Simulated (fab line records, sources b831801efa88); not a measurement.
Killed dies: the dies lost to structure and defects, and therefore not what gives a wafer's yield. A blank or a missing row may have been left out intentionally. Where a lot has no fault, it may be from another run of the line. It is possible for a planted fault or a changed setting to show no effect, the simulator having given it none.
Which tool did it?	flow gf180mcu	Sampling: 10 lots, 30 wafers, 4 of 602 route steps

## WHAT EACH GAUGE READ, for each wafer
GF_V2_RS_MEAS_24: measurement is done with a four-point probe.
lot	measured	on	V2_W_RS (ohm/sq)
L419	day 20 02:08	film-metro-04	0.327 0.329 0.332
L422	day 21 15:17	film-metro-03	0.334 0.324 0.337
L423	day 21 22:49	film-metro-04	0.325 0.324 0.332
L425	day 22 14:41	film-metro-02	0.325 0.317 0.314
L428	day 23 13:19	film-metro-02	0.321 0.324 0.331
L430	day 24 07:17	film-metro-03	0.324 0.326 0.327
L431	day 24 17:18	film-metro-04	0.324 0.437 0.435
L432	day 25 04:13	film-metro-04	0.434 0.324 0.326
L437	day 26 23:13	film-metro-03	0.318 0.319 0.315
L442	day 28 01:40	film-metro-02	0.319 0.327 0.314

## WHAT TOOL EACH LOT RAN ON (gives the tool, then ch and the chambers of the sampled wafers, and finally the start)
lot	GF_M2_SPUTTER_03	GF_M2_STRIP_17	GF_V2_CVD_23
L419	pvd-sputter-01, day 17 23:50	plasma-asher-03 ch 0,1, day 18 23:54	cvd-w-01 ch 0, day 20 02:02
L422	pvd-sputter-03, day 19 12:34	plasma-asher-03 ch 0,1, day 20 12:54	cvd-w-02 ch 0,1, day 21 15:10
L423	pvd-sputter-01, day 19 20:09	plasma-asher-04 ch 0, day 20 20:42	cvd-w-01 ch 0,1, day 21 22:41
L425	pvd-sputter-02, day 20 13:00	plasma-asher-03 ch 0,1, day 21 13:07	cvd-w-02 ch 0,1, day 22 14:35
L428	pvd-sputter-02, day 21 13:52	plasma-asher-03 ch 0,1, day 22 12:54	cvd-w-01 ch 0,1, day 23 13:13
L430	pvd-sputter-02, day 22 07:08	plasma-asher-01 ch 0,1, day 23 06:03	cvd-w-01 ch 0,1, day 24 07:11
L431	pvd-sputter-02, day 22 17:22	plasma-asher-03 ch 0,1, day 23 16:49	cvd-w-01 ch 0,1, day 24 17:11
L432	pvd-sputter-02, day 23 04:59	plasma-asher-01 ch 0,1, day 24 04:23	cvd-w-01 ch 0,1, day 25 04:06
L437	pvd-sputter-01, day 25 01:53	plasma-asher-01 ch 0,1, day 25 23:36	cvd-w-02 ch 0, day 26 23:05
L442	pvd-sputter-02, day 26 06:46	plasma-asher-04 ch 0,1, day 27 03:22	cvd-w-02 ch 0,1, day 28 01:33
- GF_M2_SPUTTER_03: material Ti, target thk 10 nm, time 6.7 s.
- GF_M2_STRIP_17: strips in O2/N2.
- GF_V2_CVD_23: deposits W, target thk 350 nm, time 104.94 s.

## THE ANSWER, worked out from the rows above alone
Rule: the usual values come from the lots themselves. Put in order of their means at a reading, lots are off if they are a third of the lots or fewer, leave a main group of 4 or more, and stand apart from it by a gap of 3 or more times the standard deviation of the main group's means; of several such gaps the widest counts. The tables above print the reading to a certain number of digits; a main group whose means all agree to those digits is not used. Also off: a lot with no number at a reading for which 4 or more lots have one. The other lots that the step has rows for count as sound.
Off: L431, L432, seen at GF_V2_RS_MEAS_24 (V2_W_RS). Main group: mean 0.324 ohm/sq, sd 0.0049.
A tool fits if, at a process step before that reading, it ran every lot that is off, and no sound lot after the first of them. Gauges at GF_V2_RS_MEAS_24: tried the same way as those tools. This does not decide it: 2 tools fit, namely cvd-w-01 at GF_V2_CVD_23 and film-metro-04 at GF_V2_RS_MEAS_24.

## WHAT WAS PUT IN BY THE SIMULATOR
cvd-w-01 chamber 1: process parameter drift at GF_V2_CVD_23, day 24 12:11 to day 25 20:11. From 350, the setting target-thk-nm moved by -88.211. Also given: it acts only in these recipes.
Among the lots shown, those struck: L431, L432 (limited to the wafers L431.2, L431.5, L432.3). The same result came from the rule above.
